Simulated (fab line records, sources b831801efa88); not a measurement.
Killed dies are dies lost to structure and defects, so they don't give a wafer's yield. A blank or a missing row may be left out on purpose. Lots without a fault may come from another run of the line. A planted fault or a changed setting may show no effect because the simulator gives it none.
fab line records | flow sfq_line
record lots=5 wafers=23
route steps=325 shown I7@301 M8@313
start_h: hours from the record's first day to the start of the lot's first wafer shown | wait_h: hours since the lot's step before | " the same as in the row above | L1.1+2: a row that stands for several wafers | - no value, or no start given | * or withheld: withheld | < > ~ a bound
route shown NAME@n: a module of which the file shows steps, and the number in the route of the first | usual: mean/standard deviation of fault-free wafers | same: alike in all rows | chamber/n: place in a boat | sites: the reading at each site | _std_site: their standard deviation | _edge_site: outer sites' mean less inner sites' | radius_mm: how far each site lies from the wafer's centre | mask NAME#n: copy n | behind: the tool/chamber that last shaped the wafer | hold: why the lot was held/for how many hours/how that ended | device: the transistor (n, p or np) that didn't switch | end of line: the same wafers' tests at the end of the route | a step without rows: its recipe alone | killed: dies lost to structure and defects at the first sort, not the wafer's yield | map: a wafer's dies, x killed, . not, _ none there
set.NAME: the setting as run; set.NAME@STEP: as run at that earlier step | model.NAME: the simulator's own value behind a step, which no gauge read
lots whose settings were changed on purpose; a table a step, a row a wafer
## steps
# step SFQ_TRILAYER_I7_VIA_LITHO_COAT_187
# recipe resist=KrF spin_rpm=3000 resist_thk_nm=650
# columns lot.wafer tool chamber start_h wait_h set.spin_rpm model.KrF_of_TRILAYER_I7_VIA_LITHO_COAT_187.thk_nm
L075.1 litho_track-04 0 1578.45 0.2 3000 648.6
L075.3 " 0 " " 3000 647.4
L075.4 " 0 " " 2778 673.1
L075.5 " 0 " " 2778 672.3
L075.6 " 0 " " 2778 673.2
L077.1 litho_track-01 0 1588.57 0.2 3000 649.3
L077.4 " 0 " " 3000 651.8
L077.6 " 0 " " 3000 651.2
L080.1 litho_track-04 0 1622.91 0.2 3000 646.3
L080.2 " 0 " " 3000 646.4
L080.4+5 " 0 " " 3000 647.3
L080.6 " 0 " " 3000 649.4
L081.2 litho_track-03 0 1625.30 0.2 3000 647.8
L081.3 " 0 " " 2907 658.5
L081.4 " 0 " " 2907 658.7
L081.5 " 0 " " 3000 650.3
L081.6 " 0 " " 3000 648.7
L083.1 litho_track-01 0 1639.20 0.2 3060 644.7
L083.2 " 0 " " 3060 644.1
L083.3 " 0 " " 3000 651.3
L083.4 " 0 " " 3000 653.5
L083.6 " 0 " " 3060 646.5
# step SFQ_TRILAYER_I7_VIA_BARC_OPEN_VIA_ETCH_260
# recipe mask_material=PR chemistry=O2 target_depth_nm=125 target=BARC source_w=500 bias_w=80 pressure_mtorr=30 time_s=41.7
# columns lot.wafer tool chamber start_h wait_h set.time_s set.spin_rpm@TRILAYER_I7_VIA_LITHO_COAT_187 model.KrF_of_TRILAYER_I7_VIA_LITHO_COAT_187.thk_nm
L075.1 rie_diel-01 2 1656.06 0.0 41.7 3000 572.2
L075.3 " 0 " " 41.7 3000 569.9
L075.4 " 3 " " 41.7 2778 595.6
L075.5 " 0 " " 41.7 2778 594.8
L075.6 " 1 " " 41.7 2778 596.2
L077.1 rie_diel-01 0 1665.66 0.0 41.7 3000 571.5
L077.4 " 3 " " 41.7 3000 574
L077.6 " 1 " " 41.7 3000 574.1
L080.1 rie_diel-01 2 1696.31 0.0 37.71 3000 574.1
L080.2 " 0 " " 37.71 3000 573.7
L080.4 " 3 " " 41.7 3000 569.4
L080.5 " 3 " " 37.71 3000 574.3
L080.6 " 2 " " 41.7 3000 572.7
L081.2 rie_diel-01 3 1698.71 0.0 41.7 3000 568.9
L081.3 " 0 " " 41.7 2907 580.5
L081.4 " 2 " " 41.7 2907 581.7
L081.5 " 3 " " 41.7 3000 572
L081.6 " 0 " " 41.7 3000 571
L083.1 rie_diel-01 1 1709.51 0.0 41.7 3060 567.9
L083.2 " 2 " " 41.7 3060 567.4
L083.3 " 0 " " 45.66 3000 568.9
L083.4 " 3 " " 45.66 3000 571.2
L083.6 " 3 " " 45.66 3060 563.7
# step SFQ_TRILAYER_M8_LITHO_COAT_193
# recipe resist=KrF spin_rpm=3000 resist_thk_nm=600
# columns lot.wafer tool chamber start_h wait_h set.resist_thk_nm model.KrF_of_TRILAYER_M8_LITHO_COAT_193.thk_nm
L075.1 litho_track-03 0 - - 600 597
L075.3 " 0 " " 600 596.3
L075.4+5 " 0 " " 600 597.9
L075.6 " 0 " " 600 597.3
L077.1 litho_track-02 0 - - 600 596.4
L077.4 " 0 " " 600 597.4
L077.6 " 0 " " 600 596.9
L080.1 litho_track-01 0 - - 600 598.2
L080.2 " 0 " " 600 599.8
L080.4 " 0 " " 572.9 570.8
L080.5 " 0 " " 572.9 568.5
L080.6 " 0 " " 572.9 571.4
L081.2 litho_track-03 0 - - 570.9 572.1
L081.3 " 0 " " 570.9 570.7
L081.4 " 0 " " 600 600.4
L081.5 " 0 " " 600 601.8
L081.6 " 0 " " 600 600
L083.1 litho_track-03 0 - - 573.8 575.3
L083.2 " 0 " " 600 600.4
L083.3 " 0 " " 573.8 570.9
L083.4 " 0 " " 600 598.2
L083.6 " 0 " " 573.8 572.4
## key
split step=SFQ_TRILAYER_I7_VIA_LITHO_COAT_187 setting=spin_rpm stated=3000 by=wafer
response step=SFQ_TRILAYER_I7_VIA_LITHO_COAT_187 reading=model.KrF_of_TRILAYER_I7_VIA_LITHO_COAT_187.thk_nm change=-3.34 per=1% r=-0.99
response step=SFQ_TRILAYER_I7_VIA_BARC_OPEN_VIA_ETCH_260 reading=model.KrF_of_TRILAYER_I7_VIA_LITHO_COAT_187.thk_nm change=-3.23 per=1% r=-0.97
split step=SFQ_TRILAYER_I7_VIA_BARC_OPEN_VIA_ETCH_260 setting=time_s stated=41.7 by=wafer
response none clear
split step=SFQ_TRILAYER_M8_LITHO_COAT_193 setting=resist_thk_nm stated=600 by=wafer
response step=SFQ_TRILAYER_M8_LITHO_COAT_193 reading=model.KrF_of_TRILAYER_M8_LITHO_COAT_193.thk_nm change=+6.15 per=1% r=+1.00
